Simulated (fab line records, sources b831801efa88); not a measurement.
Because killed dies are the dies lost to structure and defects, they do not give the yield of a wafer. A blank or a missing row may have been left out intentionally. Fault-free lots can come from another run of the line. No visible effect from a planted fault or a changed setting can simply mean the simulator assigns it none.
Split-lot trial :: flow sky130 :: 23 wafers read from 5 lots, route of 708 steps

THE SPLIT
At SKY_PASSIVATION_SOFTBAKE_07, the setting temp c was moved away from the recipe's 110 C on 8 of the 23 wafers read, by -2.5% to +2.0%. This setting was run at the recipe's value on the other wafers.

FROM THE SPLIT TO THE READING: what the file shows between them, 2 steps
- SKY_PASSIVATION_EXPOSE_08: exposes mask NSM, target cd 3000 nm
- SKY_PASSIVATION_PEB_09

THE READING
coat_of_PASSIVATION_COAT_06.thk nm (the simulator's own value, which no gauge read), in nm, at SKY_PASSIVATION_DEVELOP_10 (develop time 60 s). The file does not state a usual value for it. Across the 15 wafers here that went through the recipe, the average is 2997 nm and the standard deviation 9.7 nm.

wafer: L076.2
tool, chamber at the split: litho track-02, 0
temp c as run, C: 110
against the recipe: recipe
coat_of_PASSIVATION_COAT_06.thk nm, nm: 3004
against lot-mates on the recipe: -

wafer: L076.3
tool, chamber at the split: litho track-02, 0
temp c as run, C: 110
against the recipe: recipe
coat_of_PASSIVATION_COAT_06.thk nm, nm: 2995
against lot-mates on the recipe: -

wafer: L076.4
tool, chamber at the split: litho track-02, 0
temp c as run, C: 110
against the recipe: recipe
coat_of_PASSIVATION_COAT_06.thk nm, nm: 2996
against lot-mates on the recipe: -

wafer: L080.1
tool, chamber at the split: litho track-04, 0
temp c as run, C: 107.3
against the recipe: -2.5%
coat_of_PASSIVATION_COAT_06.thk nm, nm: 3038
against lot-mates on the recipe: +32

wafer: L080.2
tool, chamber at the split: litho track-04, 0
temp c as run, C: 107.3
against the recipe: -2.5%
coat_of_PASSIVATION_COAT_06.thk nm, nm: 3025
against lot-mates on the recipe: +19

wafer: L080.3
tool, chamber at the split: litho track-04, 0
temp c as run, C: 110
against the recipe: recipe
coat_of_PASSIVATION_COAT_06.thk nm, nm: 3010
against lot-mates on the recipe: -

wafer: L080.4
tool, chamber at the split: litho track-04, 0
temp c as run, C: 110
against the recipe: recipe
coat_of_PASSIVATION_COAT_06.thk nm, nm: 3006
against lot-mates on the recipe: -

wafer: L080.6
tool, chamber at the split: litho track-04, 0
temp c as run, C: 110
against the recipe: recipe
coat_of_PASSIVATION_COAT_06.thk nm, nm: 3003
against lot-mates on the recipe: -

wafer: L081.1
tool, chamber at the split: litho track-02, 0
temp c as run, C: 110
against the recipe: recipe
coat_of_PASSIVATION_COAT_06.thk nm, nm: 3002
against lot-mates on the recipe: -

wafer: L081.2
tool, chamber at the split: litho track-02, 0
temp c as run, C: 110
against the recipe: recipe
coat_of_PASSIVATION_COAT_06.thk nm, nm: 3003
against lot-mates on the recipe: -

wafer: L081.3
tool, chamber at the split: litho track-02, 0
temp c as run, C: 108.5
against the recipe: -1.4%
coat_of_PASSIVATION_COAT_06.thk nm, nm: 3021
against lot-mates on the recipe: +18

wafer: L081.4
tool, chamber at the split: litho track-02, 0
temp c as run, C: 108.5
against the recipe: -1.4%
coat_of_PASSIVATION_COAT_06.thk nm, nm: 3021
against lot-mates on the recipe: +18

wafer: L081.5
tool, chamber at the split: litho track-02, 0
temp c as run, C: 108.5
against the recipe: -1.4%
coat_of_PASSIVATION_COAT_06.thk nm, nm: 3025
against lot-mates on the recipe: +22

wafer: L083.2
tool, chamber at the split: litho track-01, 0
temp c as run, C: 112.2
against the recipe: +2.0%
coat_of_PASSIVATION_COAT_06.thk nm, nm: 2959
against lot-mates on the recipe: -16

wafer: L083.3
tool, chamber at the split: litho track-01, 0
temp c as run, C: 110
against the recipe: recipe
coat_of_PASSIVATION_COAT_06.thk nm, nm: 2974
against lot-mates on the recipe: -

wafer: L083.4
tool, chamber at the split: litho track-01, 0
temp c as run, C: 110
against the recipe: recipe
coat_of_PASSIVATION_COAT_06.thk nm, nm: 2976
against lot-mates on the recipe: -

wafer: L083.5
tool, chamber at the split: litho track-01, 0
temp c as run, C: 112.2
against the recipe: +2.0%
coat_of_PASSIVATION_COAT_06.thk nm, nm: 2965
against lot-mates on the recipe: -10

wafer: L083.6
tool, chamber at the split: litho track-01, 0
temp c as run, C: 112.2
against the recipe: +2.0%
coat_of_PASSIVATION_COAT_06.thk nm, nm: 2969
against lot-mates on the recipe: -6

wafer: L082.1
tool, chamber at the split: litho track-02, 0
temp c as run, C: 110
against the recipe: recipe
coat_of_PASSIVATION_COAT_06.thk nm, nm: 2999
against lot-mates on the recipe: -

wafer: L082.2
tool, chamber at the split: litho track-02, 0
temp c as run, C: 110
against the recipe: recipe
coat_of_PASSIVATION_COAT_06.thk nm, nm: 2997
against lot-mates on the recipe: -

wafer: L082.6
tool, chamber at the split: litho track-02, 0
temp c as run, C: 110
against the recipe: recipe
coat_of_PASSIVATION_COAT_06.thk nm, nm: 2997
against lot-mates on the recipe: -

wafer: L082.3
tool, chamber at the split: litho track-02, 0
temp c as run, C: 110
against the recipe: recipe
coat_of_PASSIVATION_COAT_06.thk nm, nm: 2996
against lot-mates on the recipe: -

wafer: L082.4
tool, chamber at the split: litho track-02, 0
temp c as run, C: 110
against the recipe: recipe
coat_of_PASSIVATION_COAT_06.thk nm, nm: 2992
against lot-mates on the recipe: -

THE FIT
A straight line over all 23 wafers: coat_of_PASSIVATION_COAT_06.thk nm changes by -15.9 nm for each +1% of temp c; r = -0.90; the points scatter about the line by 8.8 nm.
The same after taking each lot's own level away (the mean of its wafers on the recipe; 23 wafers): -8.84 nm for each +1%; r = -0.91; scatter 4.8 nm.
Per that fit: largest temp c move, reading shift of 22 nm.
Measured against the standard deviation above, the lots' own levels, which go from 2975.0 to 3006.3 nm, span 3.2 times it.
So the slope is not independent of the lot-to-lot level: the two fits are not the same.
Check: +21.6 nm against its lot-mates is what the line predicts for one of the wafers moved furthest among these (-2.5%) when that wafer is left out of the fit. It came out at +31.7 nm against them.

OTHER SPLITS ON THESE WAFERS
Before the reading, these wafers also passed through other splits. Each is held against what the fit with the lots' levels taken away leaves over:
other split on the same wafers: SKY_METAL5_EXPOSE_11 dose mj
wafers away from the commonest value: 7
r with coat_of_PASSIVATION_COAT_06.thk nm (lot level and that fit taken away): -0.13

FILE'S OWN FIT
coat_of_PASSIVATION_COAT_06.thk nm changes by -9.28 nm for each +1% of temp c, r = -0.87.
